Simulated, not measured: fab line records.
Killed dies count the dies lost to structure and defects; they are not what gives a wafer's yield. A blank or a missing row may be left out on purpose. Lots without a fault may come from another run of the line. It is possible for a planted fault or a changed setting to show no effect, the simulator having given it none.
Comparing a struck lot with a sound one || flow sky130 || 38 steps out of a route of 708
Sound: wafers L804.1, L804.3, L804.6. The struck wafers were L792.1, L792.4, L792.5. The cause is given at the end.
At each step with rows: each side's tool, then ch and its chambers, then its first start. Under that, the readings that differ: sound wafers || struck wafers || difference of the means || sigmas: that difference in standard deviations of wafers without a fault.
alike: a reading whose means differ by less than 2 such deviations, as well as words and numbers matching on both sides. not compared: withheld readings; readings where some wafer has no value; bounds like >300 that might hide an equal value; numbers whose values overlap and for which the record gives no deviation.
Wherever a step has rows on one side only, a row that says differs or no value, or a row with sigmas, the two part there. Non-overlapping numbers with no deviation appear without sigmas and do not part them. A reading missing from all wafers of one side parts the sides only when that side holds two or more wafers.

first, 9 steps without rows for these wafers: SKY_VIA2_SPUTTER_20 (material TiN, target thk 20 nm, time 80 s); SKY_VIA2_CVD_21 (deposits W, target thk 420 nm, time 126.4 s); SKY_VIA2_CMP_24 (polishes, stops on SiO2, t overpolish 20 s, target thk 0 nm); SKY_METAL3_SPUTTER_00 (material Ti, target thk 15 nm, time 10 s); SKY_METAL3_SPUTTER_01 (material TiN, target thk 20 nm, time 16.7 s); SKY_METAL3_SPUTTER_02 (material AlCu, target thk 735 nm, time 39.1 s); SKY_METAL3_SPUTTER_03 (material Ti, target thk 5 nm, time 3.3 s); SKY_METAL3_SPUTTER_04 (material TiN, target thk 70 nm, time 58.3 s); SKY_CAPM_CVD_00 (deposits SiO2, target thk 15.5 nm).
SKY_CAPM_SPUTTER_02: material TiN, target thk 200 nm, time 166.7 s.
  sound: pvd sputter-03 at day 42 20:55; struck: pvd sputter-01 at day 39 17:31
{"reading": "chamber pressure pa (Pa)", "sound": "0.3994 0.3993 0.3993", "struck": "0.3159 0.3155 0.3158", "difference": -0.0836, "sigmas": "-99 or more"}
{"reading": "throttle valve pct (%)", "sound": "29.7 30.7 30.5", "struck": "35.8 34.4 34.8", "difference": "+4.7", "sigmas": "+5"}
{"reading": "model.TiN_of_CAPM_SPUTTER_02.thk nm (nm)", "sound": "198.8 199.4 199.8", "struck": "208.5 208.6 209.6", "difference": "+9.6", "sigmas": ""}
SKY_CAPM_RS_MEAS_03: measurement is done with a four-point probe.
  sound: film metro-02 at day 42 21:02; struck: film metro-02 at day 39 17:55
{"reading": "CAPM_TIN_RS (ohm/sq)", "sound": "6.95 6.94 6.93", "struck": "6.62 6.62 6.58", "difference": -0.33, "sigmas": -4}
  not compared: hold
SKY_CAPM_THK_MEAS_04: measures by xrf.
  sound: film metro-02 at day 42 21:09; struck: film metro-02 at day 39 20:38
{"reading": "hold", "sound": "- - -", "struck": "await dispo/2.6h/release await dispo/2.6h/release await dispo/2.6h/release", "difference": "no value on the sound wafers", "sigmas": ""}
{"reading": "CAPM_TIN_THK (nm)", "sound": "200.4 199.7 201.3", "struck": "209.4 210.1 210.8", "difference": "+9.6", "sigmas": "+4"}
then, 7 steps without rows for these wafers: SKY_CAPM_DEHYDRATE_05 (time 60 s); SKY_CAPM_HMDS_06 (prime time 60 s); SKY_CAPM_COAT_07 (resist thk 1140 nm); SKY_CAPM_SOFTBAKE_08 (time 60 s); SKY_CAPM_EXPOSE_09 (exposes mask CAPM, target cd 1000 nm); SKY_CAPM_PEB_10; SKY_CAPM_DEVELOP_11 (develop time 60 s).
SKY_CAPM_METAL_ETCH_13: etches TiN in Cl2/BCl3, stops on SiO2, target depth 220 nm, time 62.9 s.
  sound on rie metal-03 ch 0,1, day 43 19:00; struck on rie metal-04 ch 0,1, day 40 17:23
{"reading": "oes product au (a.u.)", "sound": "0.942 0.943 0.931", "struck": "0.977 0.965 0.966", "difference": "+0.031", "sigmas": "+4"}
{"reading": "model.etch.depth nm (nm)", "sound": "198.8 199.4 199.8", "struck": "208.5 208.6 209.6", "difference": "+9.6", "sigmas": ""}
{"reading": "model.CAPM.feature depth nm (nm)", "sound": "198.8 199.4 199.8", "struck": "208.5 208.6 209.6", "difference": "+9.6", "sigmas": ""}
  alike: drypump motor current A, throttle valve pct
  not compared: rf hours counter h
then, 16 steps without rows for these wafers: SKY_CAPM_STRIP_14 (strips in O2/N2); SKY_CAPM_STRIP_15 (strips in post etch residue remover, time 1200 s); SKY_CAPM_CLEAN_16 (cleans in IPA, time 180 s); SKY_CAPM_CLEAN_17 (cleans in O3/DIW); SKY_METAL3_DEHYDRATE_05 (time 60 s); SKY_METAL3_HMDS_06 (prime time 60 s); SKY_METAL3_COAT_07 (resist thk 60 nm); SKY_METAL3_COAT_08 (resist thk 1140 nm); SKY_METAL3_SOFTBAKE_09 (time 90 s); SKY_METAL3_EXPOSE_10 (exposes mask MM3, target cd 300 nm); SKY_METAL3_PEB_11; SKY_METAL3_DEVELOP_12 (develop time 60 s); SKY_METAL3_DESCUM_15 (chemistry O2, time 8 s); SKY_METAL3_ETCH_16 (etches BARC in N2/H2, stops on SiO2, time 88.2 s, target depth 60 nm); SKY_METAL3_ETCH_17 (etches SiO2 in C4F8/O2/Ar, stops on TiN, time 3.9 s, target depth 15 nm); SKY_METAL3_METAL_ETCH_18 (etches the open film in Cl2/BCl3, stops on SiO2, target depth 845 nm, time 183.1 s).
SKY_METAL3_STRIP_20: strips in post etch residue remover, time 1200 s.
  sound on wet bench-03 ch 1, day 44 18:27; struck on wet bench-04 ch 1, day 41 14:26
{"reading": "model.TiN_of_CAPM_SPUTTER_02.thk nm (nm)", "sound": "197.9 198.6 199", "struck": "207.6 207.8 208.7", "difference": "+9.5", "sigmas": ""}
-- the record jumps here: 7 days lie between the struck wafers' starts before and after (it left off in module METAL3 and takes up again in module PAD_OPEN, whose first step shown is number 708 of the route) --
SKY_PAD_OPEN_PROBE_99:
  sound: prober-02 at day 50 18:13; struck: prober-02 at day 48 09:30
{"reading": "model.etest.cap mim.plate ohm sq", "sound": "6.021 6.006 6.071", "struck": "5.742 5.767 5.746", "difference": -0.281, "sigmas": ""}
  alike: defect limited yield, killed_at_M0_to_M3, killed_at_M4_up, killed at contacts, killed at front end, killed at other, killed dies, killed on rim, killed open, killed short, sort_bin_3_pad_short, sort_bin_5_function, sort_bin_6_memory, sort n pass, sort yield pct

== WHERE THEY PART ==
Earliest at SKY_CAPM_SPUTTER_02; latest, in this record, at SKY_CAPM_METAL_ETCH_13. Later steps at which nothing parts them and some readings are alike: SKY_PAD_OPEN_PROBE_99.

WHY: whatever the simulator had introduced
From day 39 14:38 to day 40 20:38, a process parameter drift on pvd sputter-01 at SKY_CAPM_SPUTTER_02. From 0.4, the setting chamber pressure pa moved by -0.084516. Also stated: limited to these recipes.
